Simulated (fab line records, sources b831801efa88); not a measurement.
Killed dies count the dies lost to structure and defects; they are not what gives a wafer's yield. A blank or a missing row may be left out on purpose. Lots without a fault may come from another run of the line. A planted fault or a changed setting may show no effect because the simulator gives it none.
A lot that was struck, set against a sound lot || flow sfqLine || 42 out of 325 route steps
Sound: these wafers, L648.2, L648.5, L648.6. Struck: wafers L660.3, L660.5, L660.6. At the end, the cause is stated.
At each step with rows: each side's tool, then ch and its chambers, then its first start. Under that, the readings that differ: sound wafers || struck wafers || difference of the means || sigmas: that difference in standard deviations of wafers without a fault.
alike: a reading whose means differ by less than 2 such deviations, as well as words and numbers matching on both sides. not compared: withheld readings; readings where some wafer has no value; bounds like >300 that might hide an equal value; numbers whose values overlap and for which the record gives no deviation.
The two part at a step that has a row with sigmas, a row that says differs or no value, or rows on one side only. When numbers do not overlap yet have no deviation, they are printed without sigmas and do not part them. Lack of a reading on every wafer of one side parts them only where that side has two or more wafers.

first, 6 steps without rows for these wafers: SFQ_TRILAYER_I1_VIA_LITHO_COAT_054 (resist thk 62 nm); SFQ_TRILAYER_I1_VIA_LITHO_COAT_049 (resist thk 650 nm); SFQ_TRILAYER_I1_VIA_LITHO_SOFTBAKE_053; SFQ_TRILAYER_I1_VIA_LITHO_EXPOSE_050 (exposes mask I1, target cd 500 nm); SFQ_TRILAYER_I1_VIA_LITHO_PEB_052 (peb time 60 s); SFQ_TRILAYER_I1_VIA_LITHO_DEVELOP_051 (time 60 s).
SFQ_I1_OVL_MEAS_913:
  sound: overlay-01 at day 28 05:07; struck: overlay-02 at day 32 17:26
  alike: I1_OVL
SFQ_TRILAYER_I1_VIA_BARC_OPEN_VIA_ETCH_071: etches BARC in O2, target depth 125 nm, time 41.7 s.
  sound on rieDiel-04 ch 0,3, day 28 05:08; struck on rieDiel-01 ch 0,1,2, day 32 17:28
  alike: drypumpMotorCurrentA, oesProductAu
  not compared: rfHoursCounterH
then, 1 step without rows for these wafers: SFQ_TRILAYER_I1_VIA_ETCH_VIA_ETCH_052 (etches SiO2 in CHF3, stops on Nb, target depth 260 nm).
SFQ_TRILAYER_I1_VIA_STRIP_STRIP_053: strips in O2.
  sound on rieMetal-04 ch 0,1, day 28 05:18; struck on rieMetal-01 ch 0,1, day 32 17:49
{"reading": "oesProductAu (a.u.)", "sound": "1.017 1.010 1.019", "struck": "0.997 0.996 0.994", "difference": -0.020, "sigmas": -3}
  alike: drypumpMotorCurrentA, platenTempC
  not compared: rfHoursCounterH
then, 2 steps without rows for these wafers: SFQ_TRILAYER_I1_VIA_STRIP_SOLV_CLEAN_054 (cleans in NMP, time 600 s); SFQ_TRILAYER_M2_DEP_PRE_CLEAN_056 (time 22.5 s).
SFQ_TRILAYER_M2_DEP_SPUTTER_055: material Nb, target thk 200 nm, time 133.3 s.
  sound: pvdSputter-05 at day 28 06:07; struck: pvdSputter-03 at day 32 18:25
{"reading": "cathodeDcPowerW (W)", "sound": "2000.3 1999.9 2000.2", "struck": "1588.3 1587.9 1588.4", "difference": -411.9, "sigmas": "-99 or more"}
{"reading": "model.Nb_of_TRILAYER_M2_DEP_SPUTTER_055.thkNm (nm)", "sound": "195.8 197.3 196.9", "struck": "159.2 157.7 159.7", "difference": -37.8, "sigmas": ""}
  alike: chamberPressurePa, resputterCathodeVoltageV, throttleValvePct
SFQ_M2_RS_MEAS_914: the measuring method here is four-point-probe.
  sound: filmMetro-03 at day 28 06:14; struck: filmMetro-03 at day 32 18:33
{"reading": "M2_NB_RS (ohm/sq)", "sound": "0.907 0.899 0.904", "struck": "1.121 1.131 1.119", "difference": "+0.220", "sigmas": "+24"}
then, 6 steps without rows for these wafers: SFQ_TRILAYER_M2_LITHO_COAT_062 (resist thk 62 nm); SFQ_TRILAYER_M2_LITHO_COAT_057 (resist thk 600 nm); SFQ_TRILAYER_M2_LITHO_SOFTBAKE_061; SFQ_TRILAYER_M2_LITHO_EXPOSE_058 (exposes mask M2, target cd 500 nm); SFQ_TRILAYER_M2_LITHO_PEB_060 (peb time 60 s); SFQ_TRILAYER_M2_LITHO_DEVELOP_059 (time 60 s).
-- the record jumps here: 6 days lie between the struck wafers' starts before and after --
SFQ_M2_OVL_MEAS_916:
  sound: overlay-01 at day 28 08:38; struck: overlay-01 at day 38 14:03
  alike: M2_OVL
SFQ_TRILAYER_M2_BARC_OPEN_METAL_ETCH_077: etches BARC in O2, target depth 125 nm, time 41.7 s.
  sound on rieMetal-03 ch 0,1, day 28 08:40; struck on rieMetal-04 ch 0,1, day 38 14:05
  alike: drypumpMotorCurrentA, oesProductAu
  not compared: rfHoursCounterH
SFQ_TRILAYER_M2_ETCH_METAL_ETCH_060: etches Nb in Cl2/Ar, stops on SiO2, target depth 240 nm, time 120 s.
  sound on rieMetal-03 ch 0,1, day 28 08:44; struck on rieMetal-04 ch 0,1, day 38 14:10
{"reading": "oesProductAu (a.u.)", "sound": "0.882 0.886 0.885", "struck": "0.791 0.789 0.796", "difference": -0.092, "sigmas": -14}
  alike: drypumpMotorCurrentA
  not compared: rfHoursCounterH
then, 4 steps without rows for these wafers: SFQ_TRILAYER_M2_STRIP_STRIP_061 (strips in O2); SFQ_TRILAYER_M2_STRIP_SOLV_CLEAN_062 (cleans in NMP, time 600 s); SFQ_TRILAYER_I2_DEP_PECVD_063 (deposits SiO2 from SiH4/N2O, time 111.11 s, target thk 500 nm); SFQ_TRILAYER_I2_CMP_CMP_064 (polishes SiO2).
SFQ_I2_BOW_MEAS_917:
  sound: filmMetro-03 at day 29 02:14; struck: filmMetro-03 at day 38 18:10
  alike: I2_BOW
SFQ_TRILAYER_I2_METRO_MEASURE_065:
  sound: filmMetro-03 at day 29 02:32; struck: filmMetro-03 at day 38 18:38
{"reading": "thkNm (nm)", "sound": "200.5 201.6 202.0", "struck": "198.9 199.4 199.8", "difference": -2.0, "sigmas": -2}
then, 6 steps without rows for these wafers: SFQ_TRILAYER_I2_VIA_LITHO_COAT_072 (resist thk 62 nm); SFQ_TRILAYER_I2_VIA_LITHO_COAT_067 (resist thk 650 nm); SFQ_TRILAYER_I2_VIA_LITHO_SOFTBAKE_071; SFQ_TRILAYER_I2_VIA_LITHO_EXPOSE_068 (exposes mask I2, target cd 500 nm); SFQ_TRILAYER_I2_VIA_LITHO_PEB_070 (peb time 60 s); SFQ_TRILAYER_I2_VIA_LITHO_DEVELOP_069 (time 60 s).
-- the record jumps here: 6 days lie between the struck wafers' starts before and after --
SFQ_I2_OVL_MEAS_918:
  sound: overlay-02 at day 29 14:02; struck: overlay-01 at day 44 15:38
{"reading": "I2_OVL (nm)", "sound": "5 7 4", "struck": "-15 -8 -10", "difference": -16, "sigmas": -3}
SFQ_TRILAYER_I2_VIA_BARC_OPEN_VIA_ETCH_096: etches BARC in O2, target depth 125 nm, time 41.7 s.
  sound on rieDiel-01 ch 0,1,3, day 29 14:04; struck on rieDiel-02 ch 2,3, day 44 15:39
  alike: drypumpMotorCurrentA, oesProductAu
  not compared: rfHoursCounterH
then, 4 steps without rows for these wafers: SFQ_TRILAYER_I2_VIA_ETCH_VIA_ETCH_070 (etches SiO2 in CHF3, stops on Nb, target depth 260 nm); SFQ_TRILAYER_I2_VIA_STRIP_STRIP_071 (strips in O2); SFQ_TRILAYER_I2_VIA_STRIP_SOLV_CLEAN_072 (cleans in NMP, time 600 s); SFQ_TRILAYER_M3_DEP_PRE_CLEAN_074 (time 22.5 s).
-- the record jumps here: 46 days lie between the struck wafers' starts before and after --
SFQ_M8_BOW_MEAS_951:
  sound: filmMetro-03 at day 86 15:18; struck: filmMetro-03 at day 90 18:39
{"reading": "model.etest.m2.ohmUm", "sound": "1.818 1.804 1.803", "struck": "2.235 2.259 2.232", "difference": "+0.434", "sigmas": ""}
{"reading": "model.etest.i1.linkOhm", "sound": "1.994 1.982 1.981", "struck": "2.241 2.266 2.248", "difference": "+0.266", "sigmas": ""}
{"reading": "model.etest.m2.ohmSq", "sound": "0.9087 0.9019 0.9036", "struck": "1.118 1.128 1.115", "difference": "+0.216", "sigmas": ""}
{"reading": "model.etest.i2.linkOhm", "sound": "1.977 1.976 1.984", "struck": "2.196 2.206 2.201", "difference": "+0.222", "sigmas": ""}
  alike: M8_BOW

WHERE THEY PART
Last at SFQ_I2_OVL_MEAS_918 as far as this record goes, first at SFQ_TRILAYER_I1_VIA_STRIP_STRIP_053. Later steps at which nothing parts them and some readings are alike: SFQ_TRILAYER_I2_VIA_BARC_OPEN_VIA_ETCH_096, SFQ_M8_BOW_MEAS_951.

WHY: whatever the simulator had introduced
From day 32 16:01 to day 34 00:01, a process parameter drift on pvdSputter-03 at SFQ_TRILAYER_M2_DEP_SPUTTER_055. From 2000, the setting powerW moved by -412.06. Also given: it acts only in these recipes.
